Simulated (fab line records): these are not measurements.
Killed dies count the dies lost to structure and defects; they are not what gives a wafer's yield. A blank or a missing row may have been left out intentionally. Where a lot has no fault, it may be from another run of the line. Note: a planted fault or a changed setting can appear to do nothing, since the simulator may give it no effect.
fab line records | flow sky130
record lots=6 | wafers=18 | lastDay=50
route steps=708 shown METAL2@490 PAD_OPEN@708
lots with no fault: from the same line, run without faults
startH: the number of hours between the record's first day and the start of the first shown wafer of the lot | waitH: time in hours since the lot's previous step | " unchanged from the row above | L1.1+2: one row covering several wafers at once | - value missing, or start not given | * or withheld: withheld | < > ~ a bound
route shown NAME@n: a module of which the file shows steps, and the number in the route of the first | usual: average and standard deviation across the fault-free wafers | same: alike in all rows | chamber/n: place in a boat | sites: per-site readings | _std_site: standard deviation across them | _edge_site: the outer-site mean with the inner-site mean subtracted | radiusMm: how far each site lies from the wafer's centre | mask NAME#n: copy n | behind: the tool/chamber that last shaped the wafer | hold: why the lot went on hold/how many hours it stayed there/how the hold came to an end | device: the n, p or np transistor that did not switch | end of line: the tests these same wafers got at the end of their route | a step with no rows: only its recipe | killed: not the wafer's yield, but the dies lost to structure and defects at the first sort | map: a wafer's dies, x killed, . not, _ none there
set.NAME: setting as actually run; set.NAME@STEP: the setting as run at that earlier step | model.NAME: the simulator's own value behind a step, which no gauge read
lots seen at some steps along the route; tables by step, rows by wafer
services: the hour from which a tool's chamber was out of use, counted from the record's first day as startH (under 0 if before that day), plus the number of hours and why
## steps
# step SKY_METAL2_DEHYDRATE_07
# recipe tempC=200 | timeS=60
# step SKY_METAL2_HMDS_08
# recipe primeTimeS=60 | primeTempC=120
# step SKY_METAL2_COAT_09
# recipe resist=BARC | tempC=withheld | timeS=withheld | spinRpm=3000 | resistThkNm=60
# step SKY_METAL2_COAT_10
# recipe resist=KrF-thick | spinRpm=3000 | resistThkNm=450
# step SKY_METAL2_SOFTBAKE_11
# recipe tempC=100 | timeS=90 | resist=KrF-thick
# step SKY_METAL2_EXPOSE_12
# recipe maskId=MM2 | na=0.8 | sourceShape=annular | sigmaInner=0.55 | sigmaOuter=0.85 | targetCdNm=140 | doseMj=28
# step SKY_METAL2_PEB_13
# recipe pebTempC=withheld | pebTimeS=withheld | resist=KrF-thick
# step SKY_METAL2_DEVELOP_14
# recipe developTimeS=60 | resist=KrF-thick | devTempC=21
# step SKY_METAL2_CD_MEAS_15
# recipe targetCdNm=140
# usual cdNm=139.7/1.1
lot.wafer | tool     | chamber | startH | waitH | cdNm
L828.3    | cdSem-02 | -       | 836.25 | -     | 141.4
L828.4    | "        | -       | "      | "     | 140.2
L828.6    | "        | -       | "      | "     | 139.4
L832.3    | cdSem-01 | -       | 861.92 | -     | 139.4
L832.5    | "        | -       | "      | "     | 139.7
L832.6    | "        | -       | "      | "     | 139.4
L834.1    | cdSem-01 | -       | 883.55 | -     | 141.2
L834.4    | "        | -       | "      | "     | 139.9
L834.5    | "        | -       | "      | "     | 140.8
L835.1    | cdSem-01 | -       | 891.98 | -     | 140.7
L835.4    | "        | -       | "      | "     | 141.0
L835.5    | "        | -       | "      | "     | 142.0
L848.2    | cdSem-02 | -       | 980.82 | -     | 139.0
L848.5    | "        | -       | "      | "     | 140.0
L848.6    | "        | -       | "      | "     | 139.0
L849.1    | cdSem-02 | -       | 986.73 | -     | 139.9
L849.3    | "        | -       | "      | "     | 138.8
L849.4    | "        | -       | "      | "     | 138.3
# step SKY_METAL2_OVL_MEAS_16
# usual METAL2_OVL=1/6.6
lot.wafer | tool       | chamber | startH | waitH | METAL2_OVL[nm]
L828.3    | overlay-02 | -       | 836.34 | 0.1   | 0
L828.4    | "          | -       | "      | "     | -5
L828.6    | "          | -       | "      | "     | -4
L832.3    | overlay-01 | -       | 862.01 | 0.1   | -9
L832.5    | "          | -       | "      | "     | -5
L832.6    | "          | -       | "      | "     | -17
L834.1    | overlay-01 | -       | 883.67 | 0.1   | 8
L834.4    | "          | -       | "      | "     | -5
L834.5    | "          | -       | "      | "     | 4
L835.1    | overlay-01 | -       | 892.10 | 0.1   | -5
L835.4    | "          | -       | "      | "     | -6
L835.5    | "          | -       | "      | "     | -8
L848.2    | overlay-01 | -       | 980.93 | 0.1   | -5
L848.5    | "          | -       | "      | "     | -1
L848.6    | "          | -       | "      | "     | -5
L849.1    | overlay-01 | -       | 986.85 | 0.1   | 5
L849.3    | "          | -       | "      | "     | 3
L849.4    | "          | -       | "      | "     | 10
# step SKY_METAL2_DESCUM_17
# recipe chemistry=O2 | sourcePowerW=150 | biasPowerW=0 | pressureMtorr=10 | tempC=40 | timeS=8
# usual drypumpMotorCurrentA=6.1/0.32 | oesProductAu=0.997/0.0068 | rfFwdPowerW=147.1/0.81 | tempC=39.99/0.1
# same biasPowerW=0 | timeS=8
lot.wafer | tool        | chamber | startH | waitH | drypumpMotorCurrentA | oesProductAu | rfFwdPowerW | rfHoursCounterH | tempC
L828.3    | rieMetal-02 | 0       | 836.37 | 0.0   | 5.8                  | 0.998        | 147.7       | -               | 40.13
L828.4    | "           | 1       | "      | "     | 6.6                  | 1.011        | 146.0       | -               | 40.08
L828.6    | "           | 0       | "      | "     | 5.8                  | 0.989        | 148.0       | -               | 40.02
L832.3    | rieMetal-01 | 0       | 862.05 | 0.0   | 6.2                  | 0.994        | 146.1       | -               | 39.92
L832.5    | "           | 1       | "      | "     | 6.0                  | 0.997        | 147.9       | -               | 39.94
L832.6    | "           | 0       | "      | "     | 6.2                  | 0.997        | 145.8       | -               | 39.94
L834.1    | rieMetal-01 | 1       | 883.71 | 0.0   | 5.9                  | 1.012        | 147.4       | 5               | 39.88
L834.4    | "           | 0       | "      | "     | 6.2                  | 1.009        | 146.1       | -               | 39.90
L834.5    | "           | 1       | "      | "     | 6.0                  | 1.004        | 147.6       | -               | 39.95
L835.1    | rieMetal-01 | 1       | 892.14 | 0.0   | 6.0                  | 0.988        | 147.8       | 6               | 39.76
L835.4    | "           | 0       | "      | "     | 6.2                  | 0.998        | 146.3       | -               | 39.93
L835.5    | "           | 0       | "      | "     | 6.1                  | 0.993        | 146.3       | -               | 39.92
L848.2    | rieMetal-02 | 0       | 980.96 | 0.0   | 5.8                  | 0.999        | 147.0       | 16              | 39.90
L848.5    | "           | 1       | "      | "     | 6.6                  | 0.998        | 146.7       | -               | 40.18
L848.6    | "           | 0       | "      | "     | 5.8                  | 0.987        | 147.5       | -               | 39.84
L849.1    | rieMetal-02 | 0       | 986.89 | 0.0   | 5.8                  | 0.998        | 147.9       | 16              | 40.09
L849.3    | "           | 1       | "      | "     | 6.6                  | 0.992        | 146.2       | -               | 40.03
L849.4    | "           | 0       | "      | "     | 5.8                  | 0.993        | 148.0       | -               | 39.99
# step SKY_METAL2_ETCH_18
# recipe chemistry=N2/H2 | target=BARC | ionEnergyEv=200 | biasW=100 | pressureMtorr=30 | n2FlowSccm=100 | h2FlowSccm=200 | icpW=500 | stopOn=SiO2 | timeS=45.9 | targetDepthA=600
# usual biasW=100.01/0.3 | drypumpMotorCurrentA=6.1/0.32 | oesProductAu=0.855/0.0047 | rfFwdPowerW=494.3/2.1 | throttleValvePct=13.225/0.0091
# same timeS=45.9
lot.wafer | tool        | chamber | startH | waitH | biasW  | drypumpMotorCurrentA | oesProductAu | rfFwdPowerW | rfHoursCounterH | throttleValvePct
L828.3    | rieMetal-02 | 0       | 836.42 | 0.0   | 100.26 | 5.8                  | 0.855        | 493.4       | -               | 13.217
L828.4    | "           | 1       | "      | "     | 100.19 | 6.6                  | 0.853        | 490.3       | -               | 13.217
L828.6    | "           | 0       | "      | "     | 100.05 | 5.8                  | 0.859        | 495.4       | -               | 13.236
L832.3    | rieMetal-01 | 0       | 862.09 | 0.0   | 100.03 | 6.2                  | 0.860        | 489.8       | -               | 13.218
L832.5    | "           | 1       | "      | "     | 99.87  | 6.0                  | 0.864        | 497.0       | -               | 13.225
L832.6    | "           | 0       | "      | "     | 100.09 | 6.2                  | 0.865        | 491.9       | -               | 13.222
L834.1    | rieMetal-01 | 1       | 883.74 | 0.0   | 100.23 | 6.0                  | 0.858        | 498.9       | 5               | 13.233
L834.4    | "           | 0       | "      | "     | 100.21 | 6.2                  | 0.856        | 493.8       | -               | 13.220
L834.5    | "           | 1       | "      | "     | 100.17 | 6.0                  | 0.856        | 496.8       | -               | 13.232
L835.1    | rieMetal-01 | 1       | 892.17 | 0.0   | 99.90  | 6.0                  | 0.852        | 497.8       | 6               | 13.231
L835.4    | "           | 0       | "      | "     | 99.62  | 6.2                  | 0.864        | 492.4       | -               | 13.231
L835.5    | "           | 0       | "      | "     | 99.97  | 6.2                  | 0.854        | 492.0       | -               | 13.241
L848.2    | rieMetal-02 | 0       | 980.99 | 0.0   | 100.01 | 5.8                  | 0.855        | 496.4       | 16              | 13.208
L848.5    | "           | 1       | "      | "     | 99.89  | 6.6                  | 0.845        | 492.5       | -               | 13.230
L848.6    | "           | 0       | "      | "     | 99.86  | 5.8                  | 0.848        | 493.6       | -               | 13.232
L849.1    | rieMetal-02 | 0       | 986.92 | 0.0   | 99.60  | 5.8                  | 0.857        | 497.0       | 16              | 13.217
L849.3    | "           | 1       | "      | "     | 99.76  | 6.6                  | 0.856        | 493.8       | -               | 13.224
L849.4    | "           | 0       | "      | "     | 100.01 | 5.8                  | 0.855        | 494.5       | -               | 13.249
# step SKY_METAL2_METAL_ETCH_19
# recipe targetDepthA=3600 | stopOn=SiO2 | overEtchFrac=0.3 | timeS=78 | chemistry=Cl2/BCl3 | resistSidewallDeg=88 | pressureMtorr=10 | icpW=900 | biasW=48.5 | Cl2_flow_sccm=60 | bcl3FlowSccm=30
# usual biasW=48.51/0.16 | drypumpMotorCurrentA=6.1/0.32 | oesProductAu=0.852/0.0063 | rfFwdPowerW=893/3.3 | throttleValvePct=22.265/0.0081
# same overEtchFrac=0.3 | timeS=78
lot.wafer | tool        | chamber | startH | waitH | biasW | drypumpMotorCurrentA | oesProductAu | rfFwdPowerW | rfHoursCounterH | throttleValvePct | model.KrF-thick_of_METAL2_COAT_10.thkNm | model.SiO2_of_VIA1_HDPCVD_00.thkNm
L828.3    | rieMetal-02 | 0       | 836.49 | 0.1   | 48.62 | 5.8                  | 0.862        | 896         | -               | 22.274           | 160.8                                   | 330.8
L828.4    | "           | 1       | "      | "     | 48.54 | 6.6                  | 0.857        | 886         | -               | 22.272           | 158.6                                   | 329.3
L828.6    | "           | 0       | "      | "     | 48.43 | 5.8                  | 0.869        | 896         | -               | 22.256           | 156.9                                   | 331.1
L832.3    | rieMetal-01 | 0       | 862.16 | 0.1   | 48.47 | 6.2                  | 0.855        | 893         | -               | 22.259           | 158.4                                   | 331
L832.5    | "           | 1       | "      | "     | 48.39 | 6.0                  | 0.854        | 896         | -               | 22.261           | 159.2                                   | 330.4
L832.6    | "           | 0       | "      | "     | 48.51 | 6.2                  | 0.863        | 895         | -               | 22.278           | 160.4                                   | 330.3
L834.1    | rieMetal-01 | 1       | 883.80 | 0.0   | 58.19 | 6.0                  | 0.838        | 894         | 5               | 22.260           | 138.8                                   | 329.3
L834.4    | "           | 0       | "      | "     | 48.67 | 6.2                  | 0.856        | 890         | -               | 22.261           | 156                                     | 331.8
L834.5    | "           | 1       | "      | "     | 58.27 | 6.0                  | 0.850        | 892         | -               | 22.254           | 137.3                                   | 329.2
L835.1    | rieMetal-01 | 1       | 892.23 | 0.0   | 58.51 | 6.0                  | 0.840        | 897         | 6               | 22.259           | 135.6                                   | 329.2
L835.4    | "           | 0       | "      | "     | 48.74 | 6.2                  | 0.848        | 896         | -               | 22.253           | 159.6                                   | 331.5
L835.5    | "           | 0       | "      | "     | 48.56 | 6.2                  | 0.850        | 893         | -               | 22.275           | 157.5                                   | 331.9
L848.2    | rieMetal-02 | 0       | 981.05 | 0.0   | 48.72 | 5.8                  | 0.854        | 896         | 16              | 22.269           | 161.6                                   | 331.1
L848.5    | "           | 1       | "      | "     | 48.51 | 6.6                  | 0.847        | 889         | -               | 22.262           | 161.6                                   | 331
L848.6    | "           | 0       | "      | "     | 48.86 | 5.8                  | 0.866        | 896         | -               | 22.269           | 161.9                                   | 330.2
L849.1    | rieMetal-02 | 0       | 986.98 | 0.0   | 48.49 | 5.8                  | 0.855        | 894         | 16              | 22.256           | 161.8                                   | 330.9
L849.3    | "           | 1       | "      | "     | 48.43 | 6.6                  | 0.853        | 888         | -               | 22.256           | 159.6                                   | 329.9
L849.4    | "           | 0       | "      | "     | 48.44 | 5.8                  | 0.852        | 891         | -               | 22.252           | 161.6                                   | 331.5
# step SKY_METAL2_STRIP_20
# recipe chemistry=O2/N2 | powerW=1400 | pressureMtorr=1500 | platenTempC=withheld | o2FlowSccm=3000 | n2FlowSccm=300 | overashFraction=0.5
# usual drypumpMotorCurrentA=5.7/0.45 | oesProductAu=0.343/0.0044 | stripTimeToEndpointS=2.710/0.027
lot.wafer | tool           | chamber | startH | waitH | drypumpMotorCurrentA | oesProductAu | rfHoursCounterH | stripTimeToEndpointS
L828.3    | plasmaAsher-02 | 1       | 836.58 | 0.1   | 6.1                  | 0.340        | -               | 2.722
L828.4    | "              | 0       | "      | "     | 5.3                  | 0.342        | -               | 2.711
L828.6    | "              | 0       | "      | "     | 5.3                  | 0.345        | -               | 2.685
L832.3    | plasmaAsher-01 | 1       | 862.25 | 0.1   | 5.7                  | 0.337        | -               | 2.693
L832.5    | "              | 0       | "      | "     | 5.1                  | 0.338        | -               | 2.703
L832.6    | "              | 1       | "      | "     | 5.7                  | 0.348        | -               | 2.706
L834.1    | plasmaAsher-02 | 1       | 883.89 | 0.1   | 6.1                  | 0.329        | 46              | 2.473
L834.4    | "              | 1       | "      | "     | 6.1                  | 0.337        | -               | 2.662
L834.5    | "              | 0       | "      | "     | 5.3                  | 0.340        | -               | 2.471
L835.1    | plasmaAsher-03 | 0       | 892.32 | 0.1   | 6.5                  | 0.328        | 16              | 2.445
L835.4    | "              | 0       | "      | "     | 6.5                  | 0.347        | -               | 2.718
L835.5    | "              | 1       | "      | "     | 5.8                  | 0.338        | -               | 2.682
L848.2    | plasmaAsher-03 | 1       | 981.14 | 0.1   | 5.8                  | 0.343        | 24              | 2.711
L848.5    | "              | 0       | "      | "     | 6.5                  | 0.349        | -               | 2.721
L848.6    | "              | 1       | "      | "     | 5.8                  | 0.333        | -               | 2.708
L849.1    | plasmaAsher-01 | 1       | 987.07 | 0.1   | 5.7                  | 0.344        | 119             | 2.730
L849.3    | "              | 0       | "      | "     | 5.1                  | 0.341        | -               | 2.715
L849.4    | "              | 1       | "      | "     | 5.7                  | 0.342        | -               | 2.718
# step SKY_METAL2_STRIP_21
# recipe chemistry=postEtchResidueRemover | timeS=1200 | tempC=72.5
# step SKY_PAD_OPEN_PROBE_99
# usual defectLimitedYield=82.8/1.8 | killed_at_M0_to_M3=42/6.4 | killed_at_M4_up=3.0/2 | killedAtContacts=24/5.2 | killedAtFrontEnd=14/4.2 | killedAtOther=0.4/0.72 | killedDies=84/9 | killedOnRim=16/3.7 | killedOpen=46/6.6 | killedShort=38/6 | sort_bin_3_pad_short=0.9/0.4 | sort_bin_5_function=10.1/1.4 | sort_bin_6_memory=6.2/1.1 | sortNPass=408/9 | sortYieldPct=82.8/1.8
# same grossDies=492 | killedAtBackSide=0 | sort_bin_4_leakage[%]=0 | sort_bin_8_speed[%]=0
lot.wafer | tool      | chamber | startH  | waitH | defectLimitedYield[%] | killed_at_M0_to_M3 | killed_at_M4_up | killedAtContacts | killedAtFrontEnd | killedAtOther | killedDies | killedOnRim | killedOpen | killedShort | sort_bin_3_pad_short[%] | sort_bin_5_function[%] | sort_bin_6_memory[%] | sortNPass | sortYieldPct[%]
L828.3    | prober-01 | -       | 1089.98 | 0.2   | 80.1                  | 46                 | 10              | 25               | 17               | 0             | 98         | 18          | 55         | 43          | 1.2                     | 10.6                   | 8.1                  | 394       | 80.1
L828.4    | prober-01 | -       | 1090.03 | 0.2   | 82.1                  | 41                 | 6               | 21               | 20               | 0             | 88         | 19          | 44         | 44          | 1.0                     | 8.1                    | 8.7                  | 404       | 82.1
L828.6    | prober-01 | -       | 1090.13 | 0.2   | 81.3                  | 48                 | 4               | 23               | 16               | 1             | 92         | 17          | 47         | 45          | 1.0                     | 11.6                   | 6.1                  | 400       | 81.3
L832.3    | prober-01 | -       | 1109.32 | 0.2   | 80.9                  | 49                 | 1               | 27               | 17               | 0             | 94         | 19          | 62         | 32          | 1.2                     | 9.6                    | 8.3                  | 398       | 80.9
L832.5    | prober-01 | -       | 1109.42 | 0.2   | 86.0                  | 34                 | 1               | 26               | 8                | 0             | 69         | 14          | 36         | 33          | 0.6                     | 8.9                    | 4.5                  | 423       | 86.0
L832.6    | prober-01 | -       | 1109.47 | 0.2   | 82.5                  | 43                 | 0               | 27               | 16               | 0             | 86         | 12          | 49         | 36          | 0.8                     | 11.6                   | 5.1                  | 406       | 82.5
L834.1    | prober-01 | -       | 1125.38 | 0.1   | 85.4                  | 27                 | 5               | 23               | 16               | 1             | 72         | 15          | 38         | 33          | 0.4                     | 10.4                   | 3.9                  | 420       | 85.4
L834.4    | prober-01 | -       | 1125.53 | 0.2   | 83.5                  | 50                 | 0               | 13               | 18               | 0             | 81         | 13          | 43         | 38          | 0.8                     | 9.6                    | 6.1                  | 411       | 83.5
L834.5    | prober-01 | -       | 1125.58 | 0.2   | 83.3                  | 39                 | 1               | 27               | 15               | 0             | 82         | 16          | 45         | 37          | 0.8                     | 9.6                    | 6.3                  | 410       | 83.3
L848.2    | prober-02 | -       | 1197.37 | 0.1   | 83.5                  | 41                 | 9               | 16               | 15               | 0             | 81         | 21          | 41         | 40          | 1.0                     | 9.1                    | 6.3                  | 411       | 83.5
L848.5    | prober-02 | -       | 1197.52 | 0.2   | 79.1                  | 53                 | 3               | 28               | 17               | 2             | 103        | 21          | 48         | 55          | 0.8                     | 11.6                   | 8.5                  | 389       | 79.1
L848.6    | prober-02 | -       | 1197.57 | 0.2   | 80.3                  | 51                 | 4               | 24               | 17               | 1             | 97         | 16          | 54         | 43          | 0.4                     | 14.4                   | 4.9                  | 395       | 80.3
L849.1    | prober-01 | -       | 1200.19 | 0.1   | 88.0                  | 35                 | 2               | 13               | 8                | 1             | 59         | 10          | 35         | 23          | 1.0                     | 6.7                    | 4.3                  | 433       | 88.0
L849.3    | prober-01 | -       | 1200.29 | 0.2   | 82.9                  | 43                 | 0               | 26               | 14               | 1             | 84         | 19          | 53         | 30          | 0.8                     | 10.8                   | 5.5                  | 408       | 82.9
L849.4    | prober-01 | -       | 1200.34 | 0.2   | 85.0                  | 39                 | 1               | 19               | 14               | 1             | 74         | 15          | 38         | 36          | 0.8                     | 8.9                    | 5.3                  | 418       | 85.0
# killed by level:class
L828.3 VIA1:geometricParticle:open=14 CONTACT:geometricParticle:open=8 VIA3:geometricParticle:open=7 VIA2:geometricParticle:open=7 METAL4:geometricParticle:short=7 LI_CONTACT:geometricParticle:open=6 FIELD_ISO:geometricParticle:short=5 CONTACT:geometricParticle:short=4
L828.4 VIA1:geometricParticle:open=10 CONTACT:geometricParticle:open=8 POLY_GATE:geometricParticle:short=7 CONTACT:geometricParticle:short=7 VIA1:geometricParticle:short=6 METAL2:geometricParticle:short=6 VIA3:geometricParticle:open=5 VIA2:geometricParticle:open=5
L828.6 METAL2:geometricParticle:short=10 VIA1:geometricParticle:open=9 CONTACT:geometricParticle:open=7 VIA3:geometricParticle:open=7 LI_CONTACT:geometricParticle:open=6 CONTACT:geometricParticle:short=6 POLY_GATE:geometricParticle:short=5 VIA1:geometricParticle:short=5
L832.3 VIA1:geometricParticle:open=15 VIA3:geometricParticle:open=11 CONTACT:geometricParticle:open=10 METAL1:geometricParticle:short=8 LI_CONTACT:geometricParticle:open=6 VIA2:geometricParticle:open=6 SPACER:geometricParticle:open=5 LOCAL_INTERCONNECT:geometricParticle:short=5
L832.5 VIA1:geometricParticle:open=10 METAL1:geometricParticle:short=6 LI_CONTACT:geometricParticle:short=5 LOCAL_INTERCONNECT:geometricParticle:short=5 CONTACT:geometricParticle:short=5 CONTACT:geometricParticle:open=5 FIELD_ISO:geometricParticle:open=4 LOCAL_INTERCONNECT:geometricParticle:open=4
L832.6 LOCAL_INTERCONNECT:geometricParticle:short=10 VIA1:geometricParticle:open=9 CONTACT:geometricParticle:open=8 VIA2:geometricParticle:open=7 VIA3:geometricParticle:open=6 LI_CONTACT:geometricParticle:open=6 METAL2:geometricParticle:short=6 FIELD_ISO:geometricParticle:short=4
L834.1 FIELD_ISO:geometricParticle:short=8 CONTACT:geometricParticle:open=8 LI_CONTACT:geometricParticle:open=6 CONTACT:geometricParticle:short=6 METAL2:geometricParticle:short=6 VIA1:geometricParticle:open=5 VIA3:geometricParticle:open=5 METAL1:geometricParticle:open=4
L834.4 VIA2:geometricParticle:open=9 METAL1:geometricParticle:short=6 VIA1:geometricParticle:open=6 METAL2:geometricParticle:short=5 VIA3:geometricParticle:short=5 FIELD_ISO:geometricParticle:short=4 FIELD_ISO:geometricParticle:open=4 POLY_GATE:geometricParticle:open=4
L834.5 CONTACT:geometricParticle:open=9 LI_CONTACT:geometricParticle:open=8 VIA2:geometricParticle:open=7 CONTACT:geometricParticle:short=6 VIA3:geometricParticle:open=6 FIELD_ISO:geometricParticle:short=5 METAL1:geometricParticle:open=4 POLY_GATE:geometricParticle:short=4
L848.2 VIA1:geometricParticle:open=8 VIA2:geometricParticle:open=6 CONTACT:geometricParticle:open=6 VIA3:geometricParticle:open=6 METAL4:geometricParticle:short=6 FIELD_ISO:geometricParticle:short=5 METAL1:geometricParticle:short=5 VIA1:geometricParticle:short=5
L848.5 METAL1:geometricParticle:short=11 VIA2:geometricParticle:open=9 VIA1:geometricParticle:open=8 LI_CONTACT:geometricParticle:open=8 CONTACT:geometricParticle:short=7 LI_CONTACT:geometricParticle:short=6 CONTACT:geometricParticle:open=6 VIA3:geometricParticle:open=6
L848.6 VIA1:geometricParticle:open=11 CONTACT:geometricParticle:open=10 VIA2:geometricParticle:open=8 FIELD_ISO:geometricParticle:short=7 VIA3:geometricParticle:open=7 VIA1:geometricParticle:short=5 LOCAL_INTERCONNECT:geometricParticle:short=4 VIA3:geometricParticle:short=4
L849.1 VIA1:geometricParticle:open=12 CONTACT:geometricParticle:open=6 METAL2:geometricParticle:short=5 VIA3:geometricParticle:open=4 LOCAL_INTERCONNECT:geometricParticle:short=3 METAL1:geometricParticle:short=3 POLY_GATE:geometricParticle:short=2 SPACER:geometricParticle:open=2
L849.3 VIA1:geometricParticle:open=13 VIA3:geometricParticle:open=10 LI_CONTACT:geometricParticle:open=9 FIELD_ISO:geometricParticle:open=6 LOCAL_INTERCONNECT:geometricParticle:short=6 CONTACT:geometricParticle:open=5 CONTACT:geometricParticle:short=4 METAL1:geometricParticle:short=4
L849.4 VIA1:geometricParticle:open=9 CONTACT:geometricParticle:open=7 LI_CONTACT:geometricParticle:open=6 POLY_GATE:geometricParticle:short=5 METAL1:geometricParticle:short=5 METAL2:geometricParticle:short=5 VIA2:geometricParticle:open=4 VIA3:geometricParticle:open=4
## services
tool           | chamber | startH | hours | kind
plasmaAsher-01 | -       | 913.98 | 0.5   | repair
plasmaAsher-03 | -       | 926.97 | 3.4   | repair
rieMetal-01    | -       | 944.44 | 1.2   | repair
plasmaAsher-03 | -       | 949.10 | 9.8   | pm
## key
firstSign step=SKY_METAL2_METAL_ETCH_19 | reading=biasW | direction=up | sigmas=61 | usual=48.51 | struck=58.32
effect step=SKY_METAL2_STRIP_20 | reading=stripTimeToEndpointS | direction=down | sigmas=9.3 | usual=* | struck=*
modelEffect step=SKY_METAL2_METAL_ETCH_19 | value=KrF-thick_of_METAL2_COAT_10.thkNm | without=156.6 | struck=137.3
metAt SKY_METAL2_METAL_ETCH_19
struckWafers L834.1,L834.5,L835.1
onsetBetween 862.16 883.80
fault kind=processParameterDrift | tool=rieMetal-01 | chamber=1 | onsetH=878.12 | steps=SKY_METAL2_METAL_ETCH_19 | channel=biasW | offset=9.8149 | shape=step | endH=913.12 | actsIn=theseRecipesOnly | stated=48.5
